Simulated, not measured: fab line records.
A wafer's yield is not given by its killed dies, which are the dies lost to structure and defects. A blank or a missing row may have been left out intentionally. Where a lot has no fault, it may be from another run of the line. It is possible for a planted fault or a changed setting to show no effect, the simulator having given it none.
Struck lot and sound lot, side by side    flow sfqLine    43 steps out of a route of 325
Sound: the wafers L562.1, L562.2, L562.4. Wafers struck: L566.1, L566.2, L566.5. The cause is given at the end.
Per side, at each step with rows, come the tool, then ch with its chambers, and then its first start. Under that, the readings that differ: sound wafers    struck wafers    difference of the means    sigmas: that difference in standard deviations of wafers without a fault.
alike: readings with means less than 2 such deviations apart, plus words and numbers identical on both sides. not compared: withheld readings, readings lacking a value on some wafer, bounds such as >300 that could conceal the same value, and numbers that have no deviation in the record and whose values overlap.
Wherever a step has rows on one side only, a row that says differs or no value, or a row with sigmas, the two part there. Non-overlapping numbers with no deviation appear without sigmas and do not part them. Lack of a reading on every wafer of one side parts them only where that side has two or more wafers.

first, 7 steps without rows for these wafers: SFQ_TRILAYER_JJ_CE_STRIP_SOLV_CLEAN_121 (cleans in NMP, time 600 s); SFQ_TRILAYER_M5_LITHO_COAT_128 (resist thk 62 nm); SFQ_TRILAYER_M5_LITHO_COAT_123 (resist thk 600 nm); SFQ_TRILAYER_M5_LITHO_SOFTBAKE_127; SFQ_TRILAYER_M5_LITHO_EXPOSE_124 (exposes mask M5, target cd 700 nm); SFQ_TRILAYER_M5_LITHO_PEB_126 (peb time 60 s); SFQ_TRILAYER_M5_LITHO_DEVELOP_125 (time 60 s).
SFQ_M5_OVL_MEAS_932:
  sound: overlay-01 at day 60 23:40; struck: overlay-01 at day 61 17:55
  alike: M5_OVL
then, 2 steps without rows for these wafers: SFQ_TRILAYER_M5_BARC_OPEN_METAL_ETCH_161 (etches BARC in O2, target depth 125 nm, time 41.7 s); SFQ_TRILAYER_M5_ETCH_METAL_ETCH_126 (etches Nb in Cl2/BCl3, stops on SiO2, time 203.2 s, target depth 265 nm).
SFQ_TRILAYER_M5_STRIP_STRIP_127: strips in O2.
  sound on rieMetal-03 ch 0,1, day 60 23:58; struck on rieMetal-02 ch 0,1, day 61 18:13
  alike: drypumpMotorCurrentA, oesProductAu
  not compared: rfHoursCounterH
then, 1 step without rows for these wafers: SFQ_TRILAYER_M5_STRIP_SOLV_CLEAN_128 (cleans in NMP, time 600 s).
SFQ_TRILAYER_A5B_DEP_PECVD_129: deposits SiO2 from SiH4/N2O, time 133.33 s, target thk 600 nm.
  sound on pecvd-04 ch 0,1, day 61 00:44; struck on pecvd-04 ch 0,2, day 61 18:59
  no value came back on the struck wafers for any of 5 readings (chamberPressureTorr (Torr), heaterPowerOuterW (W) and others); on the sound wafers chamberPressureTorr (Torr) reads 2.400 2.404 2.401
then, 1 step without rows for these wafers: SFQ_TRILAYER_A5B_CMP_CMP_130 (polishes, stops on Nb, target thk 340.7 nm).
SFQ_TRILAYER_A5B_METRO_MEASURE_131:
  sound: filmMetro-02 at day 61 05:38; struck: filmMetro-03 at day 61 22:05
then, 1 step without rows for these wafers: SFQ_TRILAYER_R5_DEP_SPUTTER_132 (material Ti, target thk 5 nm, time 5 s).
SFQ_TRILAYER_R5_DEP_SPUTTER_133: material MoNx, target thk 40 nm, time 66.7 s.
  sound: pvdSputter-03 at day 61 06:51; struck: pvdSputter-03 at day 61 23:18
  alike: basePressurePa, cathodeDcPowerW, throttleValvePct
then, 1 step without rows for these wafers: SFQ_TRILAYER_R5_DEP_SPUTTER_134 (material Ti, target thk 5 nm, time 5 s).
SFQ_R5_RS_MEAS_933: measurement is done with a four-point probe.
  sound: filmMetro-03 at day 61 06:55; struck: filmMetro-04 at day 61 23:22
  alike: R5_MONX_RS
SFQ_R5_THK_MEAS_934: measures by xrf.
  sound: filmMetro-03 at day 61 07:02; struck: filmMetro-04 at day 61 23:29
  alike: R5_MONX_THK
then, 6 steps without rows for these wafers: SFQ_TRILAYER_R5_LITHO_COAT_141 (resist thk 62 nm); SFQ_TRILAYER_R5_LITHO_COAT_136 (resist thk 600 nm); SFQ_TRILAYER_R5_LITHO_SOFTBAKE_140; SFQ_TRILAYER_R5_LITHO_EXPOSE_137 (exposes mask R5, target cd 500 nm); SFQ_TRILAYER_R5_LITHO_PEB_139 (peb time 60 s); SFQ_TRILAYER_R5_LITHO_DEVELOP_138 (time 60 s).
-- the record jumps here: 5 days lie between the struck wafers' starts before and after --
SFQ_R5_OVL_MEAS_935:
  sound: overlay-01 at day 66 07:17; struck: overlay-01 at day 66 23:47
reading      sound     struck  difference  sigmas
R5_OVL (nm)  2 -3 -10  9 8 7   +12         +2
then, 4 steps without rows for these wafers: SFQ_TRILAYER_R5_BARC_OPEN_METAL_ETCH_177 (etches BARC in O2, target depth 125 nm, time 41.7 s); SFQ_TRILAYER_R5_ETCH_METAL_ETCH_139 (etches the open film in Cl2, stops on SiO2, target depth 60 nm, time 40 s); SFQ_TRILAYER_R5_STRIP_STRIP_140 (strips in O2); SFQ_TRILAYER_R5_STRIP_SOLV_CLEAN_141 (cleans in NMP, time 600 s).
SFQ_TRILAYER_A5C_DEP_PECVD_142: deposits SiO2 from SiH4/N2O, time 15.556 s, target thk 70 nm.
  sound on pecvd-04 ch 0,2, day 66 08:13; struck on pecvd-02 ch 0,1, day 67 01:26
reading                sound     struck    difference  sigmas
heaterPowerOuterW (W)  28 23 27  41 38 41  +14         +2
heaterPowerW (W)       70 87 71  98 88 99  +19         +2
  alike: chamberPressureTorr, rfFwdPowerW, throttleValvePct
then, 6 steps without rows for these wafers: SFQ_TRILAYER_I5_LITHO_COAT_149 (resist thk 62 nm); SFQ_TRILAYER_I5_LITHO_COAT_144 (resist thk 650 nm); SFQ_TRILAYER_I5_LITHO_SOFTBAKE_148; SFQ_TRILAYER_I5_LITHO_EXPOSE_145 (exposes mask I5, target cd 700 nm); SFQ_TRILAYER_I5_LITHO_PEB_147 (peb time 60 s); SFQ_TRILAYER_I5_LITHO_DEVELOP_146 (time 60 s).
SFQ_I5_OVL_MEAS_936:
  sound: overlay-02 at day 66 11:38; struck: overlay-02 at day 67 03:43
  alike: I5_OVL
SFQ_TRILAYER_I5_BARC_OPEN_VIA_ETCH_200: etches BARC in O2, target depth 125 nm, time 41.7 s.
  sound on rieDiel-04 ch 0,1,3, day 66 11:40; struck on rieDiel-02 ch 0,1,2, day 67 03:45
  alike: drypumpMotorCurrentA, oesProductAu, rfFwdPowerW
  not compared: rfHoursCounterH
SFQ_TRILAYER_I5_ETCH_VIA_ETCH_147: etches the open film in CHF3, stops on Nb, target depth 360 nm.
  sound on rieDiel-04 ch 0,1,3, day 66 11:42; struck on rieDiel-02 ch 0,1,2, day 67 03:47
  alike: drypumpMotorCurrentA, oesProductAu, rfFwdPowerW
then, 1 step without rows for these wafers: SFQ_TRILAYER_I5_STRIP_STRIP_148 (strips in O2).
-- the record jumps here: 20 days lie between the struck wafers' starts before and after --
SFQ_M8_BOW_MEAS_951:
  sound: filmMetro-02 at day 84 15:13; struck: filmMetro-02 at day 87 12:20
reading                 sound             struck           difference  sigmas
model.etest.i5.linkOhm  2.284 2.29 2.301  2.103 2.12 2.11  -0.181      
  alike: M8_BOW

WHERE THEY PART
At SFQ_TRILAYER_A5B_DEP_PECVD_129 first; at SFQ_TRILAYER_A5C_DEP_PECVD_142 last (within this record only). Later steps at which nothing parts them and some readings are alike: SFQ_I5_OVL_MEAS_936, SFQ_TRILAYER_I5_BARC_OPEN_VIA_ETCH_200, SFQ_TRILAYER_I5_ETCH_VIA_ETCH_147, SFQ_M8_BOW_MEAS_951.

WHY: what had been put in by the simulator
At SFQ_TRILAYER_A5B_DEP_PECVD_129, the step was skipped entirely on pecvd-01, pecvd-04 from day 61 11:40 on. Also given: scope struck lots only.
